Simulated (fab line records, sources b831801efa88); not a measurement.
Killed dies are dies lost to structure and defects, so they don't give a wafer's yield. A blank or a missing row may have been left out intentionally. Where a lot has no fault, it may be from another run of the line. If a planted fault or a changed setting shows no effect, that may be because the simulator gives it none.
A sampling plan put to the test | flow sky130 | one line in one fab, 19 faults in these records, each fault weighed on the records of the lots it struck
The plan consists of the line's own looks: route steps at which the wafer is read by a gauge or an inspection but not changed. A look can be judged if struck wafers have a number there and the file gives its usual mean and standard deviation on fault-free wafers. Caught: at a look after the fault's first step, the mean of the struck wafers lies 4 or more of those standard deviations (sigma) from the usual mean. On the tool: the fault's steps, tested the same way using the tool's own readings. Caught also covers a different recipe on the struck wafers, or a record left blank for those wafers only.

== THE FAULTS, as the simulator had put them in ==
1. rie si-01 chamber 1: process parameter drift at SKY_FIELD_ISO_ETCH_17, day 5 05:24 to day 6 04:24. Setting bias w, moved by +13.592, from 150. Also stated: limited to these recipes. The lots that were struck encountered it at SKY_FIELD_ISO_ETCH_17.
2. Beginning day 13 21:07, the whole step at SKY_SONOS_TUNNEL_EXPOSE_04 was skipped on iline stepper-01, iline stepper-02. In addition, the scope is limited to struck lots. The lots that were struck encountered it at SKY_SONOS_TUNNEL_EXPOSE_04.
3. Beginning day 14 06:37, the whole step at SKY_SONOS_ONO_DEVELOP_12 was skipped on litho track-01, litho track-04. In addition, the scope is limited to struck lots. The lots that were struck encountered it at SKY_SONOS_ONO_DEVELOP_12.
4. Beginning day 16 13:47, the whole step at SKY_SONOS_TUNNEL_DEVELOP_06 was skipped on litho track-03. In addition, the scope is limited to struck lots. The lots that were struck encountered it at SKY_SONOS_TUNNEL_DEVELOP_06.
5. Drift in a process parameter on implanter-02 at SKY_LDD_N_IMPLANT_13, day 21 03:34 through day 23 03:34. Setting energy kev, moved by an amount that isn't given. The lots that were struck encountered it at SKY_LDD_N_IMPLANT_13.
6. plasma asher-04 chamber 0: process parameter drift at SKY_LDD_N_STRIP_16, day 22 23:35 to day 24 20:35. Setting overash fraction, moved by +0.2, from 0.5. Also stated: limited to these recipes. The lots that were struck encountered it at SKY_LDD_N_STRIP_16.
7. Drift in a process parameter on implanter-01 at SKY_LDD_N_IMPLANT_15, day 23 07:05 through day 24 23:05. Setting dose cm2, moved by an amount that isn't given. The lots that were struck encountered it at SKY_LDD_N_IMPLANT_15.
8. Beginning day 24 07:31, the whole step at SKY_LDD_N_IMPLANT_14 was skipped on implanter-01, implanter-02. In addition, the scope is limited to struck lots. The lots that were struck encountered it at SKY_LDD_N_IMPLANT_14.
9. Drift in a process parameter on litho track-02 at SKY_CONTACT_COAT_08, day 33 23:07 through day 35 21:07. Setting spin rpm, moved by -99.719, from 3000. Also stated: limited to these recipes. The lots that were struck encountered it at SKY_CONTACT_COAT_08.
10. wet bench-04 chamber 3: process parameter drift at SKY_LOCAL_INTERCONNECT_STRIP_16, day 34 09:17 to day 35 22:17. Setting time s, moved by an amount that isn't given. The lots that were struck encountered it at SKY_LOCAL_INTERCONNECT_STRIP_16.
11. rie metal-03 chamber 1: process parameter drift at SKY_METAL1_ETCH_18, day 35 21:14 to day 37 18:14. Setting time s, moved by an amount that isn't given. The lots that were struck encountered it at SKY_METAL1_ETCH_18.
12. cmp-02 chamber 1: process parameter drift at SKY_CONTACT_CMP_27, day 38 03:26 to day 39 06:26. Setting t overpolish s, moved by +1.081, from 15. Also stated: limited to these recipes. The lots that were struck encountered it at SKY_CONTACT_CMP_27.
13. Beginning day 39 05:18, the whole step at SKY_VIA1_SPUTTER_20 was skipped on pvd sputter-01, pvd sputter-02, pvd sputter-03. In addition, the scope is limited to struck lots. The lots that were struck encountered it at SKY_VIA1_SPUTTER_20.
14. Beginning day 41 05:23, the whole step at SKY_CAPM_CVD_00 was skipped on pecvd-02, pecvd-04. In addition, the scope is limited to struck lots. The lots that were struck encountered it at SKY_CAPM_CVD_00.
15. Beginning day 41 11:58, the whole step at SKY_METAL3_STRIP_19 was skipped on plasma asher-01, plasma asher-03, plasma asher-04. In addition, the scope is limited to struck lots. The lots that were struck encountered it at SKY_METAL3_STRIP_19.
16. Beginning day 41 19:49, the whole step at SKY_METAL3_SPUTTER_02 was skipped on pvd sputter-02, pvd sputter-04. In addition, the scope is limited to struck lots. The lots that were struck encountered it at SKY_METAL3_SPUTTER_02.
17. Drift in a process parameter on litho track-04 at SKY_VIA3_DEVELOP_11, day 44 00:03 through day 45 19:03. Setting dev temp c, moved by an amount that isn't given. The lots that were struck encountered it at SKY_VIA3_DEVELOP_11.
18. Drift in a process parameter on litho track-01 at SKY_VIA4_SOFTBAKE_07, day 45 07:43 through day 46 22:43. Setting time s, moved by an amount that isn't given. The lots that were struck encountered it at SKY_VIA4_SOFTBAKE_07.
19. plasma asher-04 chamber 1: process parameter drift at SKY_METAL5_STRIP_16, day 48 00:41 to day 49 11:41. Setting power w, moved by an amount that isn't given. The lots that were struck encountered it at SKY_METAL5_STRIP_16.

== WHAT THE PLAN SAW ==
fault | on the tool itself                               | first look that catches it                   | reading, sigma | median hours from its first step to that look | hours from the fault's start to the first struck lot there | judged looks passed uncaught
1     | bias w +29 sigma                                 | not the one look that can be judged after it | -              | -                                             | -                                                          | 1
2     | no reading that can be judged                    | no look after it can be judged               | -              | -                                             | -                                                          | 0
3     | the tool's record is blank for the struck wafers | no look after it can be judged               | -              | -                                             | -                                                          | 0
4     | the tool's record is blank for the struck wafers | no look after it can be judged               | -              | -                                             | -                                                          | 0
5     | beam energy keV +99 or beyond sigma              | no look after it can be judged               | -              | -                                             | -                                                          | 0
6     | under 2 sigma                                    | not the one look that can be judged after it | -              | -                                             | -                                                          | 1
7     | dose ions cm2 -99 or beyond sigma                | not the one look that can be judged after it | -              | -                                             | -                                                          | 1
8     | the tool's record is blank for the struck wafers | no look after it can be judged               | -              | -                                             | -                                                          | 0
9     | spin speed rpm -50 sigma                         | not the one look that can be judged after it | -              | -                                             | -                                                          | 1
10    | run length s +15 sigma                           | no look after it can be judged               | -              | -                                             | -                                                          | 0
11    | run length s +12 sigma                           | not the one look that can be judged after it | -              | -                                             | -                                                          | 1
12    | overpolish run s +99 or beyond sigma             | no look after it can be judged               | -              | -                                             | -                                                          | 0
13    | the tool's record is blank for the struck wafers | no look after it can be judged               | -              | -                                             | -                                                          | 0
14    | the tool's record is blank for the struck wafers | no look after it can be judged               | -              | -                                             | -                                                          | 0
15    | the tool's record is blank for the struck wafers | no look after it can be judged               | -              | -                                             | -                                                          | 0
16    | the tool's record is blank for the struck wafers | no look after it can be judged               | -              | -                                             | -                                                          | 0
17    | developer temp C -8.0 sigma                      | no look after it can be judged               | -              | -                                             | -                                                          | 0
18    | run length s +98 sigma                           | no look after it can be judged               | -              | -                                             | -                                                          | 0
19    | oes product au +5.8 sigma                        | no look after it can be judged               | -              | -                                             | -                                                          | 0
A dash: the fault isn't caught, or these records don't give the number.

Caught at a look: 0 of 19. Caught on the tool: 17 of 19. By one or the other: 17 of 19.
Faults 1, 3, 4, 5, 7, 8, 9, 10, 11, 12, 13, 14, 15, 16, 17, 18, 19 were caught on the tool alone.
Caught by neither: faults 2, 6.
